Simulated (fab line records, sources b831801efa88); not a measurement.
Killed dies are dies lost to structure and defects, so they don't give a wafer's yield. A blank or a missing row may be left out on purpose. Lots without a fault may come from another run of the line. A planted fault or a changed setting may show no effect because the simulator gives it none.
fab line records | flow gf180mcu
record lots=7 wafers=20 last_day=34
route steps=602 shown V1@346 M2@362
lots that met no fault: from a run of the same line without faults
start_h: hours from the record's first day to the start of the lot's first wafer shown | wait_h: hours since the lot's step before | " the same as in the row above | L1.1+2: a row that stands for several wafers | - no value, or no start given | * or withheld: withheld | < > ~ a bound
route shown NAME@n: a module of which the file shows steps, and the number in the route of the first | usual: mean/standard deviation of fault-free wafers | same: alike in all rows | chamber/n: place in a boat | sites: the reading at each site | _std_site: their standard deviation | _edge_site: outer sites' mean less inner sites' | radius_mm: how far each site lies from the wafer's centre | mask NAME#n: copy n | behind: the tool/chamber that last shaped the wafer | hold: why the lot was held/for how many hours/how that ended | device: the transistor (n, p or np) that didn't switch | end of line: the same wafers' tests at the end of the route | a step without rows: its recipe alone | killed: dies lost to structure and defects at the first sort, not the wafer's yield | map: a wafer's dies, x killed, . not, _ none there
set.NAME: the setting as run; set.NAME@STEP: as run at that earlier step | model.NAME: the simulator's own value behind a step, which no gauge read
lots at some steps of the route; a table a step, a row a wafer
services: from which hour (start_h, from the record's first day; less than 0 if before it) a tool's chamber was out of use, for how many hours, and why
## steps
# step GF_V1_EXPOSE_11
# recipe mask_id=Via1 target_cd_nm=260 na=0.68 source_shape=conventional sigma_outer=0.6 dose_mj=38
# step GF_V1_PEB_12
# recipe peb_temp_c=135 peb_time_s=90 resist=KrF
# step GF_V1_DEVELOP_13
# recipe develop_time_s=60 resist=KrF dev_temp_c=21
# step GF_V1_CD_MEAS_14
# recipe target_cd_nm=260
# usual cd_nm=260.1/0.94
# columns lot.wafer tool chamber start_h wait_h cd_nm
L722.1 cd_sem-02 - 468.90 0.1 261.3
L722.5 " - " " 261.9
L722.6 " - " " 260.9
L726.1 cd_sem-02 - 501.28 0.1 259.9
L726.2 " - " " 260.0
L726.6 " - " " 260.4
L727.2 cd_sem-02 - 509.22 0.1 258.6
L727.5 " - " " 259.6
L727.6 " - " " 259.3
L730.3 cd_sem-02 - 548.85 0.1 259.4
L730.4 " - " " 260.2
L730.5 " - " " 260.8
L735.2 cd_sem-01 - 573.87 0.1 260.3
L735.5 " - " " 259.9
L737.2 cd_sem-01 - 585.65 0.1 260.1
L737.4 " - " " 260.3
L737.6 " - " " 261.8
L738.1 cd_sem-02 - 597.78 0.1 260.4
L738.2 " - " " 260.4
L738.5 " - " " 259.8
# step GF_V1_OVL_MEAS_15
# usual V1_OVL=2/5.1
# columns lot.wafer tool chamber start_h wait_h V1_OVL[nm]
L722.1 overlay-01 - 469.02 0.1 -3
L722.5 " - " " 8
L722.6 " - " " 3
L726.1 overlay-02 - 501.40 0.1 4
L726.2 " - " " 7
L726.6 " - " " 5
L727.2 overlay-02 - 509.33 0.1 4
L727.5 " - " " 8
L727.6 " - " " 8
L730.3 overlay-02 - 548.94 0.1 4
L730.4 " - " " 5
L730.5 " - " " 7
L735.2 overlay-01 - 573.98 0.1 1
L735.5 " - " " -2
L737.2 overlay-02 - 585.75 0.1 10
L737.4 " - " " 9
L737.6 " - " " 8
L738.1 overlay-02 - 597.90 0.1 0
L738.2 " - " " -5
L738.5 " - " " -2
# step GF_V1_ETCH_16
# recipe chemistry=N2/H2 target_depth_a=withheld overetch_a=withheld time_s=withheld target=BARC ion_energy_ev=200 source_w=500 bias_w=100 pressure_mtorr=30 n2_flow_sccm=100 h2_flow_sccm=200
# usual drypump_motor_current_A=5.5/0.41 h2_flow_sccm=200.1/0.59 oes_product_au=0.855/0.0049 throttle_valve_pct=13.224/0.0088
# columns lot.wafer tool chamber start_h wait_h drypump_motor_current_A h2_flow_sccm oes_product_au throttle_valve_pct
L722.1 rie_diel-03 0 469.06 0.0 5.3 200.4 0.858 13.214
L722.5 " 3 " " 5.4 199.9 0.854 13.232
L722.6 " 1 " " 5.1 200.3 0.858 13.214
L726.1 rie_diel-04 0 501.43 0.0 6.2 200.3 0.855 13.239
L726.2 " 2 " " 5.8 199.8 0.842 13.234
L726.6 " 3 " " 6.3 200.0 0.854 13.224
L727.2 rie_diel-02 2 509.36 0.0 5.2 200.0 0.846 13.237
L727.5 " 3 " " 6.0 200.2 0.854 13.223
L727.6 " 2 " " 5.1 199.5 0.859 13.219
L730.3 rie_diel-04 1 548.97 0.0 5.0 199.2 0.857 13.213
L730.4 " 3 " " 6.3 200.4 0.855 13.211
L730.5 " 3 " " 6.3 201.0 0.853 13.216
L735.2 rie_diel-03 2 574.01 0.0 5.9 200.4 0.852 13.234
L735.5 " 2 " " 5.9 200.4 0.849 13.227
L737.2 rie_diel-02 3 585.78 0.0 6.0 200.2 0.848 13.217
L737.4 " 2 " " 5.2 200.0 0.855 13.221
L737.6 " 1 " " 5.3 200.7 0.860 13.215
L738.1 rie_diel-02 1 597.93 0.0 5.3 201.2 0.861 13.225
L738.2 " 0 " " 5.4 201.3 0.855 13.235
L738.5 " 0 " " 5.4 200.9 0.857 13.227
# step GF_V1_ETCH_17
# recipe chemistry=C4F8/O2/Ar mask_material=KrF target=SiO2 stop_on=TiN source_w=1500 bias_w=1200 pressure_mtorr=40 c4f8_flow_sccm=withheld O2_flow_sccm=6 Ar_flow_sccm=300 time_s=withheld target_depth_a=6300
# usual oes_product_au=0.856/0.0044
# columns lot.wafer tool chamber start_h wait_h oes_product_au
L722.1 rie_diel-03 0 - - 0.862
L722.5 " 3 " " 0.855
L722.6 " 1 " " 0.859
L726.1 rie_diel-04 0 - - 0.861
L726.2 " 2 " " 0.862
L726.6 " 3 " " 0.859
L727.2 rie_diel-02 2 - - 0.854
L727.5 " 3 " " 0.855
L727.6 " 2 " " 0.857
L730.3 rie_diel-04 1 - - 0.854
L730.4 " 3 " " 0.860
L730.5 " 3 " " 0.861
L735.2 rie_diel-03 2 - - 0.857
L735.5 " 2 " " 0.851
L737.2 rie_diel-02 3 - - 0.855
L737.4 " 2 " " 0.850
L737.6 " 1 " " 0.860
L738.1 rie_diel-02 1 - - 0.855
L738.2 " 0 " " 0.849
L738.5 " 0 " " 0.852
# step GF_V1_STRIP_18
# recipe chemistry=O2/N2 power_w=1400 pressure_mtorr=1500 platen_temp_c=250 o2_flow_sccm=3000 n2_flow_sccm=300 overash_fraction=0.5
# usual drypump_motor_current_A=5.77/0.099 heater_power_w=341/23 oes_product_au=0.593/0.0043
# columns lot.wafer tool chamber start_h wait_h drypump_motor_current_A heater_power_w oes_product_au rf_hours_counter_h
L722.1 plasma_asher-01 1 469.19 - 5.60 378 0.593 4
L722.5 " 1 " " 5.61 367 0.589 -
L722.6 " 0 " " 5.93 323 0.580 -
L726.1 plasma_asher-04 1 501.56 - 5.71 347 0.592 76
L726.2 " 0 " " 5.82 299 0.596 76
L726.6 " 0 " " 5.82 314 0.601 -
L727.2 plasma_asher-01 1 509.49 - 5.62 365 0.595 9
L727.5 " 1 " " 5.64 375 0.588 -
L727.6 " 0 " " 5.89 334 0.592 -
L730.3 plasma_asher-03 0 549.13 - 5.78 319 0.594 -
L730.4 " 1 " " 5.88 366 0.593 -
L730.5 " 1 " " 5.80 371 0.594 -
L735.2 plasma_asher-03 1 574.13 - 5.85 363 0.588 85
L735.5 " 1 " " 5.84 365 0.601 -
L737.2 plasma_asher-01 1 585.91 - 5.69 365 0.593 16
L737.4 " 1 " " 5.66 377 0.588 -
L737.6 " 1 " " 5.65 365 0.596 -
L738.1 plasma_asher-04 0 598.06 - 5.77 307 0.592 87
L738.2 " 1 " " 5.71 349 0.589 87
L738.5 " 1 " " 5.71 350 0.589 -
# step GF_V1_STRIP_19
# recipe chemistry=post_etch_residue_remover time_s=1200 temp_c=72.5
# step GF_V1_CLEAN_20
# recipe chemistry=DIW dry=n2_spin
# step GF_V1_SPUTTER_21
# recipe material=Ti target_thk_nm=15 chamber_pressure_pa=5 power_w=2500 substrate_temp_c=200 time_s=80.02
# usual cathode_dc_power_W=2500.0/0.44 throttle_valve_pct=30.5/0.67
# columns lot.wafer tool chamber start_h wait_h cathode_dc_power_W throttle_valve_pct
L722.1 pvd_sputter-02 - 469.72 0.0 2499.1 28.9
L722.5 " - " " 2499.6 31.7
L722.6 " - " " 2500.4 30.4
L726.1 pvd_sputter-02 - 502.10 0.0 2500.1 31.5
L726.2 " - " " 2500.5 30.3
L726.6 " - " " 2500.1 29.2
L727.2 pvd_sputter-04 - 510.02 0.0 2500.4 31.1
L727.5 " - " " 2499.8 31.0
L727.6 " - " " 2499.4 29.9
L730.3 pvd_sputter-04 - 549.65 0.0 2501.0 31.4
L730.4 " - " " 2500.3 30.5
L730.5 " - " " 2499.6 30.0
L735.2 pvd_sputter-02 - 574.67 0.0 2499.7 29.2
L735.5 " - " " 2499.6 31.6
L737.2 pvd_sputter-04 - 586.48 0.0 2500.3 30.6
L737.4 " - " " 2500.1 30.9
L737.6 " - " " 2499.5 31.2
L738.1 pvd_sputter-04 - 598.60 0.0 2499.6 29.9
L738.2 " - " " 2499.7 31.1
L738.5 " - " " 2500.3 31.1
# step GF_V1_SPUTTER_22
# recipe material=TiN target_thk_nm=10 chamber_pressure_pa=5 power_w=4000 time_s=40
# usual cathode_dc_power_W=4000.0/0.8 throttle_valve_pct=30.5/0.66
# columns lot.wafer tool chamber start_h wait_h cathode_dc_power_W throttle_valve_pct
L722.1 pvd_sputter-02 - 469.78 0.0 3999.9 29.1
L722.5 " - " " 3999.7 31.8
L722.6 " - " " 3999.8 30.5
L726.1 pvd_sputter-02 - 502.16 0.0 3999.7 31.3
L726.2 " - " " 3999.8 30.7
L726.6 " - " " 4000.3 29.2
L727.2 pvd_sputter-04 - 510.08 0.0 3999.5 30.8
L727.5 " - " " 3999.8 30.9
L727.6 " - " " 4000.6 29.8
L730.3 pvd_sputter-04 - 549.71 0.0 3998.7 31.2
L730.4 " - " " 3999.0 30.5
L730.5 " - " " 3999.1 29.7
L735.2 pvd_sputter-02 - 574.73 0.0 3999.5 29.1
L735.5 " - " " 4000.3 31.3
L737.2 pvd_sputter-04 - 586.54 0.0 3999.4 30.3
L737.4 " - " " 4000.7 30.9
L737.6 " - " " 4000.3 31.1
L738.1 pvd_sputter-04 - 598.66 0.0 4000.8 29.8
L738.2 " - " " 3999.4 31.1
L738.5 " - " " 3999.0 30.9
# step GF_V1_CVD_23
# recipe material=W target_thk_nm=350 time_s=105.05 temp_c=400 pressure_torr=40
# usual chamber_pressure_Torr=39.99/0.1 heater_power_w=913/62
# columns lot.wafer tool chamber start_h wait_h chamber_pressure_Torr heater_power_w model.W_of_V1_CVD_23.thk_nm
L722.1 cvd_w-01 1 469.82 0.0 40.05 959 359.6
L722.5 " 0 " " 40.12 859 349.2
L722.6 " 1 " " 40.12 977 357.5
L726.1 cvd_w-01 0 502.20 0.0 39.93 879 346.4
L726.2 " 1 " " 39.84 979 357
L726.6 " 0 " " 39.93 879 347.7
L727.2 cvd_w-01 1 510.12 0.0 39.87 963 358.4
L727.5 " 1 " " 39.80 983 360
L727.6 " 0 " " 40.01 888 348.9
L730.3 cvd_w-02 1 549.78 0.1 40.09 981 359.2
L730.4 " 0 " " 40.06 826 351.1
L730.5 " 0 " " 40.02 833 351.5
L735.2 cvd_w-01 1 574.77 0.0 40.03 991 488.4
L735.5 " 0 " " 40.12 877 472.4
L737.2 cvd_w-01 0 586.58 0.0 40.01 863 478.4
L737.4 " 1 " " 40.05 952 359.4
L737.6 " 1 " " 40.04 981 353.8
L738.1 cvd_w-01 0 598.70 0.0 39.81 870 346.1
L738.2 " 1 " " 40.17 976 486.6
L738.5 " 0 " " 39.79 861 476.4
# step GF_V1_RS_MEAS_24
# recipe thk_meas_gauge=four-point-probe reads=W_of_V1_CVD_23+TiN_of_V1_SPUTTER_22+Ti_of_V1_SPUTTER_21
# usual V1_W_RS=0.324/0.0058
# columns lot.wafer tool chamber start_h wait_h hold V1_W_RS[ohm/sq]
L722.1 film_metro-03 - 469.93 0.1 - 0.318
L722.5 " - " " - 0.328
L722.6 " - " " - 0.320
L726.1 film_metro-02 - 502.31 0.1 - 0.330
L726.2 " - " " - 0.321
L726.6 " - " " - 0.329
L727.2 film_metro-02 - 510.25 0.1 - 0.320
L727.5 " - " " - 0.318
L727.6 " - " " - 0.329
L730.3 film_metro-03 - 549.90 0.1 - 0.319
L730.4 " - " " - 0.326
L730.5 " - " " - 0.326
L735.2 film_metro-02 - 574.90 0.1 await_dispo/0.2h/release 0.234
L735.5 " - " " await_dispo/0.2h/release 0.241
L735.2 film_metro-02 - 575.19 0.3 - 0.234
L735.5 " - " " - 0.242
L737.2 film_metro-03 - 586.71 0.1 await_dispo/0.2h/release 0.239
L737.4 " - " " await_dispo/0.2h/release 0.319
L737.6 " - " " await_dispo/0.2h/release 0.324
L737.2 film_metro-03 - 587.00 0.3 - 0.239
L737.4 " - " " - 0.319
L737.6 " - " " - 0.324
L738.1 film_metro-01 - 598.81 0.1 await_dispo/0.2h/release 0.331
L738.2 " - " " await_dispo/0.2h/release 0.235
L738.5 " - " " await_dispo/0.2h/release 0.240
L738.1 film_metro-01 - 599.09 0.3 - 0.331
L738.2 " - " " - 0.235
L738.5 " - " " - 0.239
# step GF_V1_THK_MEAS_25
# recipe thk_meas_gauge=xrf reads=W_of_V1_CVD_23
# usual V1_W_THK=347/10
# columns lot.wafer tool chamber start_h wait_h hold V1_W_THK[nm]
L722.1 film_metro-03 - 470.05 0.1 - 360
L722.5 " - " " - 349
L722.6 " - " " - 354
L726.1 film_metro-02 - 502.43 0.1 - 335
L726.2 " - " " - 343
L726.6 " - " " - 336
L727.2 film_metro-02 - 510.36 0.1 - 345
L727.5 " - " " - 350
L727.6 " - " " - 340
L730.3 film_metro-03 - 550.00 0.1 - 361
L730.4 " - " " - 352
L730.5 " - " " - 354
L735.2 film_metro-02 - 577.94 2.7 await_dispo/0.2h/release 462
L735.5 " - " " await_dispo/0.2h/release 448
L735.2 film_metro-02 - 578.19 0.2 - 463
L735.5 " - " " - 447
L737.2 film_metro-03 - 590.01 3.0 await_dispo/0.2h/release 481
L737.4 " - " " await_dispo/0.2h/release 360
L737.6 " - " " await_dispo/0.2h/release 357
L737.2 film_metro-03 - 590.24 0.2 - 482
L737.4 " - " " - 361
L737.6 " - " " - 356
L738.1 film_metro-01 - 601.49 2.4 await_dispo/0.2h/release 343
L738.2 " - " " await_dispo/0.2h/release 484
L738.5 " - " " await_dispo/0.2h/release 471
L738.1 film_metro-01 - 601.72 0.2 - 344
L738.2 " - " " - 483
L738.5 " - " " - 473
# step GF_V1_CMP_26
# recipe stop_on=SiO2 down_force_psi=3.5 platen_rpm=60 t_overpolish_s=15 target_thk_nm=0 pad_velocity_m_s=0.94248
# usual motor_current_A=11.3/1.1 time_to_endpoint_s=86/4.1
# columns lot.wafer tool chamber start_h wait_h hold motor_current_A time_to_endpoint_s
L722.1 cmp-02 3 470.26 0.2 - 11.7 89
L722.6 " 0 " " - 12.1 84
L722.5 " 1 " " - 11.1 88
L726.1 cmp-02 2 502.66 0.2 - 12.5 84
L726.2 " 3 " " - 12.2 87
L726.6 " 1 " " - 11.4 86
L727.2 cmp-01 1 510.46 0.1 - 9.2 89
L727.5 " 0 " " - 11.2 85
L727.6 " 1 " " - 9.0 88
L730.3 cmp-01 3 550.09 0.1 - 12.9 86
L730.4 " 1 " " - 8.9 89
L730.5 " 2 " " - 10.4 81
L735.2 cmp-01 0 590.50 12.3 await_dispo/3.2h/release 11.1 114
L735.5 " 0 " " await_dispo/3.2h/release 11.4 110
L737.4 cmp-02 3 592.45 2.2 await_dispo/2.2h/release 11.5 91
L737.2 " 0 " " await_dispo/2.2h/release 11.5 111
L737.6 " 0 " " await_dispo/2.2h/release 12.0 81
L738.1 cmp-01 1 604.40 2.7 await_dispo/2.6h/release 9.0 85
L738.2 " 2 " " await_dispo/2.6h/release 10.5 112
L738.5 " 1 " " await_dispo/2.6h/release 8.9 120
# step GF_M2_SPUTTER_00
# recipe material=Ti target_thk_nm=37.5 arriving_ion_energy_ev=80 substrate_temp_c=200 chamber_pressure_pa=2 power_w=4000 time_s=150
## services
# columns tool chamber start_h hours kind
cmp-02 - 445.28 6.0 repair
plasma_asher-03 - 452.00 19.8 pm
pvd_sputter-04 - 453.67 3.3 repair
pvd_sputter-04 - 466.23 4.7 repair
rie_diel-03 2 466.57 6.7 repair
rie_diel-02 1 472.38 3.0 repair
cmp-01 - 476.46 0.6 repair
pvd_sputter-04 - 477.25 3.8 repair
pvd_sputter-02 - 483.64 2.4 repair
cmp-01 - 499.92 4.3 repair
plasma_asher-01 - 500.46 1.3 repair
rie_diel-04 2 534.24 12.8 repair
plasma_asher-01 - 543.80 6.1 repair
cmp-01 - 546.27 3.5 pm
rie_diel-04 3 549.12 12.2 repair
rie_diel-02 2 550.90 3.1 repair
plasma_asher-03 - 551.05 2.1 repair
plasma_asher-04 - 551.22 2.8 pm
pvd_sputter-02 - 566.47 5.2 repair
rie_diel-04 2 568.54 10.3 repair
rie_diel-04 0 572.67 7.4 repair
cmp-02 - 572.96 4.0 pm
cmp-01 - 581.20 9.3 pm
plasma_asher-03 - 588.23 4.9 repair
## key
first_sign step=GF_V1_RS_MEAS_24 reading=visit direction=added
effect step=GF_V1_RS_MEAS_24 reading=V1_W_RS direction=down sigmas=15 usual=0.324 struck=0.238
effect step=GF_V1_THK_MEAS_25 reading=visit direction=added
effect step=GF_V1_THK_MEAS_25 reading=V1_W_THK direction=up sigmas=12 usual=347 struck=469
effect step=GF_V1_CMP_26 reading=time_to_endpoint_s direction=up sigmas=6.8 usual=* struck=*
model_effect step=GF_V1_CVD_23 value=W_of_V1_CVD_23.thk_nm without=348.7 struck=480.4
met_at GF_V1_CVD_23
struck_wafers L735.2,L735.5,L737.2,L738.2,L738.5
sort_left_out L735.2,L735.5
onset_between 510.12 574.77
fault kind=process_parameter_drift tool=cvd_w-01 chamber=- onset_h=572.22 steps=GF_V1_CVD_23 channel=target_thk_nm offset=130.98 shape=step end_h=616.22 scope=struck_wafers_only acts_in=these_recipes_only stated=350
# sort_left_out: the simulated sort isn't trusted on such a fault, so these wafers' sort isn't shown, and their yield isn't known
